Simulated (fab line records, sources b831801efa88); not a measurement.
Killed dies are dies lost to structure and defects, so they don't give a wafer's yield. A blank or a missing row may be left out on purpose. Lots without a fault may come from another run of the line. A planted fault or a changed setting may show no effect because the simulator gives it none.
A struck lot beside a sound one | flow sky130 | 15 steps out of a route of 708
Sound: wafers L455.2, L455.4, L455.6. Struck: wafers L471.3, L471.4, L471.5. The cause comes at the end.
At each step with rows: each side's tool, then ch and its chambers, then its first start. Under that, the readings that differ: sound wafers | struck wafers | difference of the means | sigmas: that difference in standard deviations of wafers without a fault.
alike: readings whose means differ by less than 2 such deviations, and words and numbers that are the same on both sides. not compared: withheld readings, readings that some wafer has no value for, bounds like >300 that may hide the same value, and numbers for which the record gives no deviation and whose values overlap.
The two part at a step that has a row with sigmas, a row that says differs or no value, or rows on one side only. Numbers that don't overlap but have no deviation are shown without sigmas and don't part them. A reading that every wafer of one side lacks parts them only if that side has two wafers or more.

first, 8 steps without rows for these wafers: SKY_LOCAL_INTERCONNECT_DEHYDRATE_03 (time 60 s); SKY_LOCAL_INTERCONNECT_HMDS_04 (prime time 60 s); SKY_LOCAL_INTERCONNECT_COAT_05 (resist thk 60 nm); SKY_LOCAL_INTERCONNECT_COAT_06 (resist thk 450 nm); SKY_LOCAL_INTERCONNECT_SOFTBAKE_07 (time 90 s); SKY_LOCAL_INTERCONNECT_EXPOSE_08 (exposes mask LI1M, target cd 170 nm); SKY_LOCAL_INTERCONNECT_PEB_09; SKY_LOCAL_INTERCONNECT_DEVELOP_10 (develop time 60 s).
SKY_LOCAL_INTERCONNECT_CD_MEAS_11: target cd 170 nm.
  sound on cd_sem-01, day 32 09:16; struck on cd_sem-02, day 35 23:11
  alike: cd_nm
SKY_LOCAL_INTERCONNECT_OVL_MEAS_12:
  sound on overlay-01, day 32 09:23; struck on overlay-02, day 35 23:16
  alike: LOCAL_INTERCONNECT_OVL
SKY_LOCAL_INTERCONNECT_ETCH_13: etches BARC in N2/H2, stops on SiO2, time 45.9 s, target depth 60 nm.
  sound on rie_metal-04 ch 0,1, day 32 09:25; struck on rie_metal-02 ch 0,1, day 35 23:19
  alike: drypump_motor_current_A, he_backside_leak_sccm, oes_product_au, throttle_valve_pct
  not compared: rf_hours_counter_h
SKY_LOCAL_INTERCONNECT_METAL_ETCH_14: etches TiN in Cl2/BCl3, stops on PSG, target depth 110 nm, time 31.4 s.
  sound on rie_metal-04 ch 0,1, day 32 09:28; struck on rie_metal-02 ch 0,1, day 35 23:23
  reading               | sound             | struck            | difference | sigmas
  oes_product_au (a.u.) | 0.951 0.955 0.944 | 0.927 0.934 0.931 | -0.019     | -3
  alike: drypump_motor_current_A, he_backside_leak_sccm, throttle_valve_pct
  not compared: rf_hours_counter_h
SKY_LOCAL_INTERCONNECT_STRIP_15: strips in O2/N2.
  sound on plasma_asher-04 ch 0,1, day 32 09:31; struck on plasma_asher-03 ch 0,1, day 35 23:26
  no value came back on the struck wafers for chamber_pressure_mTorr (mTorr), drypump_motor_current_A (A), oes_product_au (a.u.), strip_time_to_endpoint_s (s); on the sound wafers chamber_pressure_mTorr (mTorr) reads 1497.9 1500.2 1502.8
  reading                                                   | sound | struck            | difference | sigmas
  model.KrF-thick_of_LOCAL_INTERCONNECT_COAT_06.thk_nm (nm) | 0 0 0 | 348.2 348.9 347.8 | +348.3     |
  not compared: rf_hours_counter_h
then, 1 step without rows for these wafers: SKY_LOCAL_INTERCONNECT_STRIP_16 (strips in post etch residue remover, time 1200 s).
-- the record jumps here: 14 days lie between the struck wafers' starts before and after (it left off in module LOCAL_INTERCONNECT and takes up again in module PAD_OPEN, whose first step shown is number 708 of the route) --
SKY_PAD_OPEN_PROBE_99:
  sound on prober-02, day 47 08:56; struck on prober-01, day 50 00:20
  reading            | sound    | struck      | difference | sigmas
  killed_at_contacts | 30 26 27 | 428 423 424 | +397       | +78
  killed_dies        | 89 78 86 | 492 492 492 | +408       | +42
  killed_on_rim      | 20 12 17 | 96 96 96    | +80        | +21
  alike: killed_at_M0_to_M3, killed_at_M4_up, killed_at_front_end, killed_at_other, killed_open, killed_short

WHERE THEY PART
First at SKY_LOCAL_INTERCONNECT_METAL_ETCH_14; last, within this record, at SKY_PAD_OPEN_PROBE_99.

WHY: what the simulator had put in
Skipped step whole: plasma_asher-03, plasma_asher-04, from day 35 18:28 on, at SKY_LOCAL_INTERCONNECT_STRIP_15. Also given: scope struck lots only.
